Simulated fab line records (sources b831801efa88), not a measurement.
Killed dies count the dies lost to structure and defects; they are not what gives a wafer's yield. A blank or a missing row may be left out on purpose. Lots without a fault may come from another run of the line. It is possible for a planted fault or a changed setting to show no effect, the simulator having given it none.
fab line records || flow sky130
record {"lots": 4, "wafers": 12, "last-day": 50}
route steps=708 shown VIA3@588 METAL4@598 CAP2M@603 PAD_OPEN@708
lots that met no fault: from a run of the same line without faults
start-h: hours from the record's opening day to when the first of the lot's shown wafers began || wait-h: how many hours have passed since the lot's step before this one || " repeats the value in the row above || L1.1+2: one row covering several wafers at once || - no value, or no start was given || * or withheld: withheld || < > ~ a bound
route shown NAME@n: a module of which the file shows steps, and the number in the route of the first || usual: mean and standard deviation over wafers with no fault || same: alike in all rows || chamber/n: place in a boat || sites: per-site readings || _std_site: their standard deviation || _edge_site: the outer-site mean with the inner-site mean subtracted || radius-mm: how far each site lies from the wafer's centre || mask NAME#n: copy n || behind: tool/chamber where the wafer was last shaped || hold: why the lot was held/for how many hours/how that ended || device: names the non-switching transistor (n, p or np) || end of line: the same wafers' tests at the end of the route || a step with no rows: only its recipe || killed: dies that structure and defects cost at the first sort, which is not the same as the wafer's yield || map: dies across one wafer; x = killed, . = not, _ = none there
set.NAME: setting as actually run; set.NAME@STEP: the setting as run at that earlier step || model.NAME: the simulator's own value behind a step, which no gauge read
certain route steps with their lots: each step a table, each wafer a row
services: the hour from which a tool's chamber was out of use, counted from the record's first day as start-h (under 0 if before that day), plus the number of hours and why
## steps
# step SKY_VIA3_ETCH_15
# recipe {"target": "SiO2", "chemistry": "C4F8/O2/Ar", "target-depth-nm": 507, "stop-on": "TiN", "mask-material": "KrF-thick", "source-w": 1500, "bias-w": 1200, "pressure-mtorr": 40, "c4f8-flow-sccm": "withheld", "O2_flow_sccm": 6, "Ar_flow_sccm": 300, "time-s": 78}
# step SKY_VIA3_STRIP_16
# recipe {"chemistry": "O2/N2", "power-w": 1400, "pressure-mtorr": 1500, "platen-temp-c": "withheld", "o2-flow-sccm": 3000, "n2-flow-sccm": 300, "overash-fraction": 0.5}
# step SKY_VIA3_STRIP_17
# recipe {"chemistry": "post-etch-residue-remover", "time-s": 1200, "temp-c": 72.5}
# step SKY_VIA3_CLEAN_18
# recipe {"chemistry": "IPA", "time-s": 180, "temp-c": 25}
# step SKY_VIA3_CLEAN_19
# recipe {"chemistry": "O3/DIW", "dry": "n2-spin"}
# step SKY_VIA3_SPUTTER_20
# recipe {"material": "TiN", "target-thk-nm": 20, "chamber-pressure-pa": 5, "power-w": 4000, "time-s": 80}
# step SKY_VIA3_CVD_21
# recipe {"material": "W", "target-thk-nm": 390, "time-s": 117.31, "temp-c": 400, "pressure-torr": 40}
# step SKY_VIA3_CMP_24
# recipe {"stop-on": "SiO2", "t-overpolish-s": 20, "down-force-psi": 3.5, "platen-rpm": 60, "target-thk-nm": 0, "pad-velocity-m-s": 0.94248}
# step SKY_METAL4_SPUTTER_00
# recipe {"material": "Ti", "target-thk-nm": 15, "power-w": 3000, "time-s": 10, "chamber-pressure-pa": 0.4}
# step SKY_METAL4_SPUTTER_01
# recipe {"material": "TiN", "target-thk-nm": 20, "power-w": 6500, "time-s": 16.7, "chamber-pressure-pa": 0.4}
# step SKY_METAL4_SPUTTER_02
# recipe {"material": "AlCu", "target-thk-nm": 735, "power-w": 10600, "time-s": 39.1, "chamber-pressure-pa": 0.4}
# usual {"chamber-pressure-pa": "0.4000/0.00086", "throttle-valve-pct": "29.7/0.54"}
{"lot.wafer": "L619.2", "tool": "pvd-sputter-04", "chamber": "-", "start-h": 927.03, "wait-h": 0.0, "chamber-pressure-pa": 0.3991, "throttle-valve-pct": 30.1, "model.AlCu_of_METAL4_SPUTTER_02.thk-nm": 749.7}
{"lot.wafer": "L619.4", "tool": "pvd-sputter-04", "chamber": "-", "start-h": 927.03, "wait-h": 0.0, "chamber-pressure-pa": 0.3997, "throttle-valve-pct": 29.8, "model.AlCu_of_METAL4_SPUTTER_02.thk-nm": 748.2}
{"lot.wafer": "L619.6", "tool": "pvd-sputter-04", "chamber": "-", "start-h": 927.03, "wait-h": 0.0, "chamber-pressure-pa": 0.3998, "throttle-valve-pct": 30.3, "model.AlCu_of_METAL4_SPUTTER_02.thk-nm": 747.7}
{"lot.wafer": "L627.1", "tool": "pvd-sputter-04", "chamber": "-", "start-h": 980.93, "wait-h": 0.0, "chamber-pressure-pa": 0.3217, "throttle-valve-pct": 33.5, "model.AlCu_of_METAL4_SPUTTER_02.thk-nm": 760.6}
{"lot.wafer": "L627.4", "tool": "pvd-sputter-04", "chamber": "-", "start-h": 980.93, "wait-h": 0.0, "chamber-pressure-pa": 0.3226, "throttle-valve-pct": 33.9, "model.AlCu_of_METAL4_SPUTTER_02.thk-nm": 753.7}
{"lot.wafer": "L627.6", "tool": "pvd-sputter-04", "chamber": "-", "start-h": 980.93, "wait-h": 0.0, "chamber-pressure-pa": 0.3222, "throttle-valve-pct": 33.8, "model.AlCu_of_METAL4_SPUTTER_02.thk-nm": 766.2}
{"lot.wafer": "L628.3", "tool": "pvd-sputter-04", "chamber": "-", "start-h": 990.59, "wait-h": 0.0, "chamber-pressure-pa": 0.3221, "throttle-valve-pct": 34.0, "model.AlCu_of_METAL4_SPUTTER_02.thk-nm": 771.3}
{"lot.wafer": "L628.5", "tool": "pvd-sputter-04", "chamber": "-", "start-h": 990.59, "wait-h": 0.0, "chamber-pressure-pa": 0.3220, "throttle-valve-pct": 33.6, "model.AlCu_of_METAL4_SPUTTER_02.thk-nm": 777.4}
{"lot.wafer": "L628.6", "tool": "pvd-sputter-04", "chamber": "-", "start-h": 990.59, "wait-h": 0.0, "chamber-pressure-pa": 0.3215, "throttle-valve-pct": 33.9, "model.AlCu_of_METAL4_SPUTTER_02.thk-nm": 768.6}
{"lot.wafer": "L640.4", "tool": "pvd-sputter-02", "chamber": "-", "start-h": 1078.38, "wait-h": 0.0, "chamber-pressure-pa": 0.4011, "throttle-valve-pct": 30.4, "model.AlCu_of_METAL4_SPUTTER_02.thk-nm": 731}
{"lot.wafer": "L640.5", "tool": "pvd-sputter-02", "chamber": "-", "start-h": 1078.38, "wait-h": 0.0, "chamber-pressure-pa": 0.3992, "throttle-valve-pct": 29.1, "model.AlCu_of_METAL4_SPUTTER_02.thk-nm": 714.5}
{"lot.wafer": "L640.6", "tool": "pvd-sputter-02", "chamber": "-", "start-h": 1078.38, "wait-h": 0.0, "chamber-pressure-pa": 0.3997, "throttle-valve-pct": 29.6, "model.AlCu_of_METAL4_SPUTTER_02.thk-nm": 720.2}
# step SKY_METAL4_SPUTTER_03
# recipe {"material": "Ti", "target-thk-nm": 5, "power-w": 3000, "time-s": 3.3, "chamber-pressure-pa": 0.4}
# step SKY_METAL4_SPUTTER_04
# recipe {"material": "TiN", "target-thk-nm": 70, "power-w": 6500, "time-s": 58.3, "chamber-pressure-pa": 0.4}
# step SKY_CAP2M_CVD_00
# recipe {"material": "SiO2", "target-thk-nm": 15.5, "temp-c": 400, "time-s": "withheld", "rf-w": 450}
# step SKY_CAP2M_SPUTTER_02
# recipe {"material": "TiN", "target-thk-nm": 200, "temp-c": 300, "power-w": 6500, "time-s": 166.7, "chamber-pressure-pa": 0.4}
# step SKY_CAP2M_DEHYDRATE_05
# recipe {"temp-c": 200, "time-s": 60}
# step SKY_CAP2M_HMDS_06
# recipe {"prime-time-s": 60, "prime-temp-c": 120}
# step SKY_CAP2M_COAT_07
# recipe {"resist": "NOVOLAK", "spin-rpm": 3000, "resist-thk-nm": 1140}
# step SKY_CAP2M_SOFTBAKE_08
# recipe {"temp-c": 90, "time-s": 60, "resist": "NOVOLAK"}
# step SKY_CAP2M_EXPOSE_09
# recipe {"mask-id": "CAP2M", "na": 0.6, "source-shape": "conventional", "sigma-outer": 0.6, "polarization": "unpolarized", "target-cd-nm": 1000, "dose-mj": 159}
# step SKY_CAP2M_PEB_10
# recipe {"temp-c": "withheld", "time-s": "*", "resist": "NOVOLAK"}
# step SKY_CAP2M_DEVELOP_11
# recipe {"resist": "NOVOLAK", "developer": "TMAH", "develop-time-s": 60, "dev-temp-c": 23}
# step SKY_CAP2M_METAL_ETCH_13
# recipe {"target-depth-nm": 220, "stop-on": "SiO2", "chemistry": "Cl2/BCl3", "target": "TiN", "pressure-mtorr": 10, "icp-w": 900, "bias-w": 48.5, "Cl2_flow_sccm": 60, "bcl3-flow-sccm": 30, "time-s": 62.9}
# step SKY_CAP2M_STRIP_14
# recipe {"chemistry": "O2/N2", "power-w": 1400, "pressure-mtorr": 1500, "platen-temp-c": "withheld", "o2-flow-sccm": 3000, "n2-flow-sccm": 300, "overash-fraction": 0.5}
# step SKY_CAP2M_STRIP_15
# recipe {"chemistry": "post-etch-residue-remover", "time-s": 1200, "temp-c": 72.5}
# step SKY_CAP2M_CLEAN_16
# recipe {"chemistry": "IPA", "time-s": 180, "temp-c": 25}
# step SKY_CAP2M_CLEAN_17
# recipe {"chemistry": "O3/DIW", "dry": "n2-spin"}
# step SKY_METAL4_DEHYDRATE_05
# recipe {"temp-c": 200, "time-s": 60}
# step SKY_METAL4_HMDS_06
# recipe {"prime-time-s": 60, "prime-temp-c": 120}
# step SKY_METAL4_COAT_07
# recipe {"resist": "BARC", "temp-c": "withheld", "time-s": "withheld", "spin-rpm": 3000, "resist-thk-nm": 60}
# step SKY_METAL4_COAT_08
# recipe {"resist": "KrF-thick", "spin-rpm": 3000, "resist-thk-nm": 1140}
# step SKY_METAL4_SOFTBAKE_09
# recipe {"temp-c": 100, "time-s": 90, "resist": "KrF-thick"}
# step SKY_METAL4_EXPOSE_10
# recipe {"mask-id": "MM4", "na": 0.68, "source-shape": "annular", "sigma-inner": 0.4, "sigma-outer": 0.8, "target-cd-nm": 300, "dose-mj": 28}
# step SKY_METAL4_PEB_11
# recipe {"peb-temp-c": "withheld", "peb-time-s": "withheld", "resist": "KrF-thick"}
# step SKY_METAL4_DEVELOP_12
# recipe {"develop-time-s": 60, "resist": "KrF-thick", "dev-temp-c": 21}
# step SKY_METAL4_METAL_ETCH_18
# recipe {"target-depth-a": 8450, "stop-on": "SiO2", "over-etch-frac": 0.3, "time-s": 183.1, "chemistry": "Cl2/BCl3", "resist-sidewall-deg": 88, "pressure-mtorr": 10, "icp-w": 900, "bias-w": 48.5, "Cl2_flow_sccm": 60, "bcl3-flow-sccm": 30}
# usual {"drypump-motor-current-A": "5.6/0.35", "oes-product-au": "0.865/0.008", "throttle-valve-pct": "22.265/0.009"}
{"lot.wafer": "L619.2", "tool": "rie-metal-03", "chamber": 1, "start-h": 977.07, "wait-h": 0.0, "drypump-motor-current-A": 5.9, "oes-product-au": 0.873, "rf-hours-counter-h": 17, "throttle-valve-pct": 22.265, "model.METAL4.feature-depth-nm": 879.9, "model.etch.depth-nm": 879.9}
{"lot.wafer": "L619.4", "tool": "rie-metal-03", "chamber": 1, "start-h": 977.07, "wait-h": 0.0, "drypump-motor-current-A": 5.9, "oes-product-au": 0.866, "rf-hours-counter-h": "-", "throttle-valve-pct": 22.269, "model.METAL4.feature-depth-nm": 877.5, "model.etch.depth-nm": 877.5}
{"lot.wafer": "L619.6", "tool": "rie-metal-03", "chamber": 1, "start-h": 977.07, "wait-h": 0.0, "drypump-motor-current-A": 5.9, "oes-product-au": 0.873, "rf-hours-counter-h": "-", "throttle-valve-pct": 22.292, "model.METAL4.feature-depth-nm": 877.6, "model.etch.depth-nm": 877.6}
{"lot.wafer": "L627.1", "tool": "rie-metal-04", "chamber": 0, "start-h": 1028.72, "wait-h": 0.0, "drypump-motor-current-A": 5.1, "oes-product-au": 0.880, "rf-hours-counter-h": 8, "throttle-valve-pct": 22.276, "model.METAL4.feature-depth-nm": 890.7, "model.etch.depth-nm": 890.7}
{"lot.wafer": "L627.4", "tool": "rie-metal-04", "chamber": 0, "start-h": 1028.72, "wait-h": 0.0, "drypump-motor-current-A": 5.1, "oes-product-au": 0.882, "rf-hours-counter-h": "-", "throttle-valve-pct": 22.259, "model.METAL4.feature-depth-nm": 884.7, "model.etch.depth-nm": 884.7}
{"lot.wafer": "L627.6", "tool": "rie-metal-04", "chamber": 1, "start-h": 1028.72, "wait-h": 0.0, "drypump-motor-current-A": 6.0, "oes-product-au": 0.886, "rf-hours-counter-h": "-", "throttle-valve-pct": 22.271, "model.METAL4.feature-depth-nm": 896.6, "model.etch.depth-nm": 896.6}
{"lot.wafer": "L628.3", "tool": "rie-metal-01", "chamber": 0, "start-h": 1037.83, "wait-h": 0.1, "drypump-motor-current-A": 5.5, "oes-product-au": 0.894, "rf-hours-counter-h": "-", "throttle-valve-pct": 22.262, "model.METAL4.feature-depth-nm": 902.4, "model.etch.depth-nm": 902.4}
{"lot.wafer": "L628.5", "tool": "rie-metal-01", "chamber": 0, "start-h": 1037.83, "wait-h": 0.1, "drypump-motor-current-A": 5.5, "oes-product-au": 0.886, "rf-hours-counter-h": "-", "throttle-valve-pct": 22.258, "model.METAL4.feature-depth-nm": 907.7, "model.etch.depth-nm": 907.7}
{"lot.wafer": "L628.6", "tool": "rie-metal-01", "chamber": 1, "start-h": 1037.83, "wait-h": 0.1, "drypump-motor-current-A": 5.7, "oes-product-au": 0.888, "rf-hours-counter-h": "-", "throttle-valve-pct": 22.259, "model.METAL4.feature-depth-nm": 899.4, "model.etch.depth-nm": 899.4}
{"lot.wafer": "L640.4", "tool": "rie-metal-01", "chamber": 0, "start-h": 1119.34, "wait-h": 0.1, "drypump-motor-current-A": 5.5, "oes-product-au": 0.855, "rf-hours-counter-h": "-", "throttle-valve-pct": 22.271, "model.METAL4.feature-depth-nm": 859.8, "model.etch.depth-nm": 859.8}
{"lot.wafer": "L640.5", "tool": "rie-metal-01", "chamber": 0, "start-h": 1119.34, "wait-h": 0.1, "drypump-motor-current-A": 5.5, "oes-product-au": 0.854, "rf-hours-counter-h": "-", "throttle-valve-pct": 22.263, "model.METAL4.feature-depth-nm": 843.2, "model.etch.depth-nm": 843.2}
{"lot.wafer": "L640.6", "tool": "rie-metal-01", "chamber": 1, "start-h": 1119.34, "wait-h": 0.1, "drypump-motor-current-A": 5.7, "oes-product-au": 0.855, "rf-hours-counter-h": "-", "throttle-valve-pct": 22.260, "model.METAL4.feature-depth-nm": 849.5, "model.etch.depth-nm": 849.5}
# step SKY_PAD_OPEN_PROBE_99
# usual {"defect-limited-yield": "82.5/2.1", "killed_at_M0_to_M3": "43/7.7", "killed_at_M4_up": "2.9/1.9", "killed-at-contacts": "24/5.9", "killed-at-front-end": "16/5.1", "killed-dies": "86/10", "killed-open": "47/7.6", "killed-short": "39/6.8", "sort_bin_3_pad_short": "0.8/0.44", "sort_bin_5_function": "10.4/1.6", "sort_bin_6_memory": "6.3/1.1", "sort-n-pass": "406/10", "sort-yield-pct": "82.5/2.1"}
# same {"gross-dies": 492, "killed-at-back-side": 0, "killed-at-other": 0, "sort_bin_4_leakage[%]": 0, "sort_bin_8_speed[%]": 0}
{"lot.wafer": "L619.2", "tool": "prober-02", "chamber": "-", "start-h": 1073.25, "wait-h": 0.1, "defect-limited-yield[%]": 84.6, "killed_at_M0_to_M3": 33, "killed_at_M4_up": 0, "killed-at-contacts": 35, "killed-at-front-end": 8, "killed-dies": 76, "killed-open": 43, "killed-short": 33, "sort_bin_3_pad_short[%]": 1.0, "sort_bin_5_function[%]": 7.9, "sort_bin_6_memory[%]": 6.5, "sort-n-pass": 416, "sort-yield-pct[%]": 84.6, "model.etest.met4.line-ohm-um": 0.1411, "model.etest.met4.rs-ohm-sq": 0.04204}
{"lot.wafer": "L619.4", "tool": "prober-02", "chamber": "-", "start-h": 1073.35, "wait-h": 0.2, "defect-limited-yield[%]": 82.3, "killed_at_M0_to_M3": 39, "killed_at_M4_up": 4, "killed-at-contacts": 21, "killed-at-front-end": 23, "killed-dies": 87, "killed-open": 48, "killed-short": 37, "sort_bin_3_pad_short[%]": 0.8, "sort_bin_5_function[%]": 9.3, "sort_bin_6_memory[%]": 7.5, "sort-n-pass": 405, "sort-yield-pct[%]": 82.3, "model.etest.met4.line-ohm-um": 0.143, "model.etest.met4.rs-ohm-sq": 0.04234}
{"lot.wafer": "L619.6", "tool": "prober-02", "chamber": "-", "start-h": 1073.45, "wait-h": 0.2, "defect-limited-yield[%]": 85.6, "killed_at_M0_to_M3": 41, "killed_at_M4_up": 0, "killed-at-contacts": 16, "killed-at-front-end": 14, "killed-dies": 71, "killed-open": 40, "killed-short": 31, "sort_bin_3_pad_short[%]": 0.8, "sort_bin_5_function[%]": 7.7, "sort_bin_6_memory[%]": 5.9, "sort-n-pass": 421, "sort-yield-pct[%]": 85.6, "model.etest.met4.line-ohm-um": 0.1425, "model.etest.met4.rs-ohm-sq": 0.04218}
{"lot.wafer": "L627.1", "tool": "prober-01", "chamber": "-", "start-h": 1119.10, "wait-h": 0.1, "defect-limited-yield[%]": 82.3, "killed_at_M0_to_M3": 50, "killed_at_M4_up": 2, "killed-at-contacts": 26, "killed-at-front-end": 9, "killed-dies": 87, "killed-open": 50, "killed-short": 37, "sort_bin_3_pad_short[%]": 1.2, "sort_bin_5_function[%]": 11.2, "sort_bin_6_memory[%]": 5.3, "sort-n-pass": 405, "sort-yield-pct[%]": 82.3, "model.etest.met4.line-ohm-um": 0.1383, "model.etest.met4.rs-ohm-sq": 0.04098}
{"lot.wafer": "L627.4", "tool": "prober-01", "chamber": "-", "start-h": 1119.25, "wait-h": 0.2, "defect-limited-yield[%]": 85.0, "killed_at_M0_to_M3": 30, "killed_at_M4_up": 3, "killed-at-contacts": 25, "killed-at-front-end": 16, "killed-dies": 74, "killed-open": 38, "killed-short": 36, "sort_bin_3_pad_short[%]": 1.0, "sort_bin_5_function[%]": 8.7, "sort_bin_6_memory[%]": 5.3, "sort-n-pass": 418, "sort-yield-pct[%]": 85.0, "model.etest.met4.line-ohm-um": 0.1402, "model.etest.met4.rs-ohm-sq": 0.04151}
{"lot.wafer": "L627.6", "tool": "prober-01", "chamber": "-", "start-h": 1119.35, "wait-h": 0.2, "defect-limited-yield[%]": 80.3, "killed_at_M0_to_M3": 49, "killed_at_M4_up": 3, "killed-at-contacts": 20, "killed-at-front-end": 25, "killed-dies": 97, "killed-open": 53, "killed-short": 44, "sort_bin_3_pad_short[%]": 2.0, "sort_bin_5_function[%]": 9.8, "sort_bin_6_memory[%]": 7.9, "sort-n-pass": 395, "sort-yield-pct[%]": 80.3, "model.etest.met4.line-ohm-um": 0.1361, "model.etest.met4.rs-ohm-sq": 0.04074}
{"lot.wafer": "L628.3", "tool": "prober-02", "chamber": "-", "start-h": 1126.04, "wait-h": 0.2, "defect-limited-yield[%]": 81.1, "killed_at_M0_to_M3": 43, "killed_at_M4_up": 2, "killed-at-contacts": 31, "killed-at-front-end": 17, "killed-dies": 93, "killed-open": 44, "killed-short": 49, "sort_bin_3_pad_short[%]": 1.2, "sort_bin_5_function[%]": 10.2, "sort_bin_6_memory[%]": 7.5, "sort-n-pass": 399, "sort-yield-pct[%]": 81.1, "model.etest.met4.line-ohm-um": 0.1345, "model.etest.met4.rs-ohm-sq": 0.04056}
{"lot.wafer": "L628.5", "tool": "prober-02", "chamber": "-", "start-h": 1126.14, "wait-h": 0.2, "defect-limited-yield[%]": 81.5, "killed_at_M0_to_M3": 50, "killed_at_M4_up": 3, "killed-at-contacts": 21, "killed-at-front-end": 17, "killed-dies": 91, "killed-open": 54, "killed-short": 37, "sort_bin_3_pad_short[%]": 0, "sort_bin_5_function[%]": 11.6, "sort_bin_6_memory[%]": 6.9, "sort-n-pass": 401, "sort-yield-pct[%]": 81.5, "model.etest.met4.line-ohm-um": 0.1329, "model.etest.met4.rs-ohm-sq": 0.04047}
{"lot.wafer": "L628.6", "tool": "prober-02", "chamber": "-", "start-h": 1126.19, "wait-h": 0.2, "defect-limited-yield[%]": 77.8, "killed_at_M0_to_M3": 45, "killed_at_M4_up": 3, "killed-at-contacts": 40, "killed-at-front-end": 21, "killed-dies": 109, "killed-open": 48, "killed-short": 59, "sort_bin_3_pad_short[%]": 1.2, "sort_bin_5_function[%]": 13.8, "sort_bin_6_memory[%]": 7.1, "sort-n-pass": 383, "sort-yield-pct[%]": 77.8, "model.etest.met4.line-ohm-um": 0.1351, "model.etest.met4.rs-ohm-sq": 0.04073}
{"lot.wafer": "L640.4", "tool": "prober-02", "chamber": "-", "start-h": 1194.45, "wait-h": 0.2, "defect-limited-yield[%]": 83.3, "killed_at_M0_to_M3": 39, "killed_at_M4_up": 6, "killed-at-contacts": 19, "killed-at-front-end": 18, "killed-dies": 82, "killed-open": 38, "killed-short": 44, "sort_bin_3_pad_short[%]": 1.2, "sort_bin_5_function[%]": 9.6, "sort_bin_6_memory[%]": 5.9, "sort-n-pass": 410, "sort-yield-pct[%]": 83.3, "model.etest.met4.line-ohm-um": 0.1452, "model.etest.met4.rs-ohm-sq": 0.04268}
{"lot.wafer": "L640.5", "tool": "prober-02", "chamber": "-", "start-h": 1194.50, "wait-h": 0.2, "defect-limited-yield[%]": 83.3, "killed_at_M0_to_M3": 34, "killed_at_M4_up": 3, "killed-at-contacts": 24, "killed-at-front-end": 21, "killed-dies": 82, "killed-open": 45, "killed-short": 37, "sort_bin_3_pad_short[%]": 0.4, "sort_bin_5_function[%]": 10.6, "sort_bin_6_memory[%]": 5.7, "sort-n-pass": 410, "sort-yield-pct[%]": 83.3, "model.etest.met4.line-ohm-um": 0.1494, "model.etest.met4.rs-ohm-sq": 0.04404}
{"lot.wafer": "L640.6", "tool": "prober-02", "chamber": "-", "start-h": 1194.55, "wait-h": 0.2, "defect-limited-yield[%]": 86.0, "killed_at_M0_to_M3": 37, "killed_at_M4_up": 1, "killed-at-contacts": 19, "killed-at-front-end": 12, "killed-dies": 69, "killed-open": 41, "killed-short": 28, "sort_bin_3_pad_short[%]": 0.6, "sort_bin_5_function[%]": 8.3, "sort_bin_6_memory[%]": 5.1, "sort-n-pass": 423, "sort-yield-pct[%]": 86.0, "model.etest.met4.line-ohm-um": 0.1459, "model.etest.met4.rs-ohm-sq": 0.04345}
# killed by level:class
L619.2 LI_CONTACT:geometric-particle:open=15 VIA1:geometric-particle:open=8 CONTACT:geometric-particle:short=7 CONTACT:geometric-particle:open=7 METAL2:geometric-particle:short=7 VIA1:geometric-particle:short=6 VIA2:geometric-particle:open=5 LOCAL_INTERCONNECT:geometric-particle:short=4
L619.4 VIA3:geometric-particle:open=8 LI_CONTACT:geometric-particle:open=7 VIA1:geometric-particle:open=7 FIELD_ISO:geometric-particle:short=6 LOCAL_INTERCONNECT:geometric-particle:short=6 VIA2:geometric-particle:open=6 CONTACT:geometric-particle:open=5 METAL1:geometric-particle:short=5
L619.6 VIA1:geometric-particle:open=11 METAL1:geometric-particle:short=8 VIA3:geometric-particle:open=6 LI_CONTACT:geometric-particle:open=5 CONTACT:geometric-particle:open=5 FIELD_ISO:geometric-particle:open=4 LI_CONTACT:geometric-particle:short=4 METAL2:geometric-particle:short=4
L627.1 VIA1:geometric-particle:open=14 CONTACT:geometric-particle:open=8 LI_CONTACT:geometric-particle:open=6 LOCAL_INTERCONNECT:geometric-particle:short=6 METAL1:geometric-particle:short=6 VIA1:geometric-particle:short=6 VIA2:geometric-particle:open=6 METAL2:geometric-particle:short=5
L627.4 CONTACT:geometric-particle:open=10 METAL1:geometric-particle:short=6 VIA3:geometric-particle:open=6 VIA1:geometric-particle:open=5 LI_CONTACT:geometric-particle:short=5 FIELD_ISO:geometric-particle:short=4 LI_CONTACT:geometric-particle:open=4 LOCAL_INTERCONNECT:geometric-particle:short=4
L627.6 VIA3:geometric-particle:open=11 METAL2:geometric-particle:short=9 FIELD_ISO:geometric-particle:open=8 LI_CONTACT:geometric-particle:open=8 CONTACT:geometric-particle:open=8 VIA1:geometric-particle:open=6 METAL1:geometric-particle:short=5 VIA2:geometric-particle:open=5
L628.3 CONTACT:geometric-particle:open=9 METAL1:geometric-particle:short=8 FIELD_ISO:geometric-particle:open=7 VIA3:geometric-particle:open=6 CONTACT:geometric-particle:short=6 VIA1:geometric-particle:open=6 VIA1:geometric-particle:short=6 VIA2:geometric-particle:open=6
L628.5 VIA1:geometric-particle:open=11 CONTACT:geometric-particle:open=10 VIA3:geometric-particle:open=9 METAL1:geometric-particle:short=8 VIA2:geometric-particle:open=8 FIELD_ISO:geometric-particle:open=6 POLY_GATE:geometric-particle:short=5 LI_CONTACT:geometric-particle:open=5
L628.6 CONTACT:geometric-particle:open=9 LI_CONTACT:geometric-particle:short=8 LI_CONTACT:geometric-particle:open=8 CONTACT:geometric-particle:short=8 VIA1:geometric-particle:open=7 LOCAL_INTERCONNECT:geometric-particle:short=7 METAL1:geometric-particle:short=7 METAL2:geometric-particle:short=7
L640.4 VIA1:geometric-particle:open=10 METAL2:geometric-particle:short=7 FIELD_ISO:geometric-particle:short=6 VIA3:geometric-particle:open=5 CONTACT:geometric-particle:open=5 METAL4:geometric-particle:short=5 FIELD_ISO:geometric-particle:open=4 POLY_GATE:geometric-particle:short=4
L640.5 CONTACT:geometric-particle:open=6 LOCAL_INTERCONNECT:geometric-particle:short=6 METAL2:geometric-particle:short=6 VIA2:geometric-particle:open=6 FIELD_ISO:geometric-particle:open=5 VIA1:geometric-particle:open=5 FIELD_ISO:geometric-particle:short=4 LI_CONTACT:geometric-particle:open=4
L640.6 CONTACT:geometric-particle:open=8 VIA2:geometric-particle:open=8 VIA1:geometric-particle:open=6 LI_CONTACT:geometric-particle:open=4 METAL2:geometric-particle:short=4 VIA3:geometric-particle:open=4 SPACER:geometric-particle:short=3 LOCAL_INTERCONNECT:geometric-particle:short=3
## services
{"tool": "pvd-sputter-02", "chamber": "-", "start-h": 904.63, "hours": 8.7, "kind": "repair"}
{"tool": "rie-metal-04", "chamber": 1, "start-h": 909.61, "hours": 2.4, "kind": "repair"}
{"tool": "pvd-sputter-04", "chamber": 1, "start-h": 942.39, "hours": "-", "kind": "consumable-replace:kit"}
{"tool": "pvd-sputter-04", "chamber": 1, "start-h": 942.39, "hours": 18.0, "kind": "scheduled-down"}
{"tool": "pvd-sputter-04", "chamber": 1, "start-h": 942.39, "hours": 18.0, "kind": "vent-cycle"}
{"tool": "rie-metal-03", "chamber": "-", "start-h": 950.52, "hours": 5.0, "kind": "repair"}
{"tool": "pvd-sputter-04", "chamber": "-", "start-h": 953.86, "hours": 1.9, "kind": "repair"}
{"tool": "rie-metal-01", "chamber": 1, "start-h": 981.71, "hours": 21.0, "kind": "repair"}
{"tool": "pvd-sputter-04", "chamber": "-", "start-h": 1006.84, "hours": 6.4, "kind": "repair"}
{"tool": "pvd-sputter-02", "chamber": 3, "start-h": 1012.01, "hours": "-", "kind": "consumable-replace:kit"}
{"tool": "pvd-sputter-02", "chamber": 3, "start-h": 1012.01, "hours": 18.0, "kind": "scheduled-down"}
{"tool": "pvd-sputter-02", "chamber": 3, "start-h": 1012.01, "hours": 18.0, "kind": "vent-cycle"}
{"tool": "pvd-sputter-02", "chamber": 2, "start-h": 1055.64, "hours": "-", "kind": "consumable-replace:kit"}
{"tool": "pvd-sputter-02", "chamber": 2, "start-h": 1055.64, "hours": 18.0, "kind": "scheduled-down"}
{"tool": "pvd-sputter-02", "chamber": 2, "start-h": 1055.64, "hours": 18.0, "kind": "vent-cycle"}
{"tool": "rie-metal-04", "chamber": "-", "start-h": 1068.95, "hours": 1.4, "kind": "pm"}
{"tool": "rie-metal-01", "chamber": 1, "start-h": 1073.48, "hours": 10.3, "kind": "repair"}
{"tool": "rie-metal-03", "chamber": 1, "start-h": 1077.51, "hours": "-", "kind": "clean"}
{"tool": "rie-metal-03", "chamber": 1, "start-h": 1077.51, "hours": 18.6, "kind": "scheduled-down"}
{"tool": "rie-metal-03", "chamber": 1, "start-h": 1077.51, "hours": 18.6, "kind": "vent-cycle"}
{"tool": "pvd-sputter-04", "chamber": 0, "start-h": 1082.80, "hours": "-", "kind": "consumable-replace:kit"}
{"tool": "pvd-sputter-04", "chamber": 0, "start-h": 1082.80, "hours": 18.0, "kind": "scheduled-down"}
{"tool": "pvd-sputter-04", "chamber": 0, "start-h": 1082.80, "hours": 18.0, "kind": "vent-cycle"}
## key
first-sign {"step": "SKY_METAL4_SPUTTER_02", "reading": "chamber-pressure-pa", "direction": "down", "sigmas": 90, "usual": 0.4000, "struck": 0.3220}
effect {"step": "SKY_METAL4_SPUTTER_02", "reading": "throttle-valve-pct", "direction": "up", "sigmas": 7.5, "usual": 29.7, "struck": 33.8}
effect {"step": "SKY_METAL4_METAL_ETCH_18", "reading": "oes-product-au", "direction": "up", "sigmas": 2.7, "usual": 0.865, "struck": 0.886}
model-effect {"step": "SKY_METAL4_SPUTTER_02", "value": "AlCu_of_METAL4_SPUTTER_02.thk-nm", "without": 735.3, "struck": 766.3}
model-effect {"step": "SKY_METAL4_METAL_ETCH_18", "value": "METAL4.feature-depth-nm", "without": 865.9, "struck": 896.9}
model-effect {"step": "SKY_PAD_OPEN_PROBE_99", "value": "etest.met4.line-ohm-um", "without": 0.142, "struck": 0.1362}
met-at SKY_METAL4_SPUTTER_02
struck-wafers L627.1,L627.4,L627.6,L628.3,L628.5,L628.6
onset-between 927.03 980.93
fault {"kind": "process-parameter-drift", "tool": "pvd-sputter-04", "chamber": "-", "onset-h": 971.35, "steps": "SKY_METAL4_SPUTTER_02", "channel": "chamber-pressure-pa", "offset": -0.078495, "shape": "step", "end-h": 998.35, "acts-in": "these-recipes-only", "stated": 0.4}
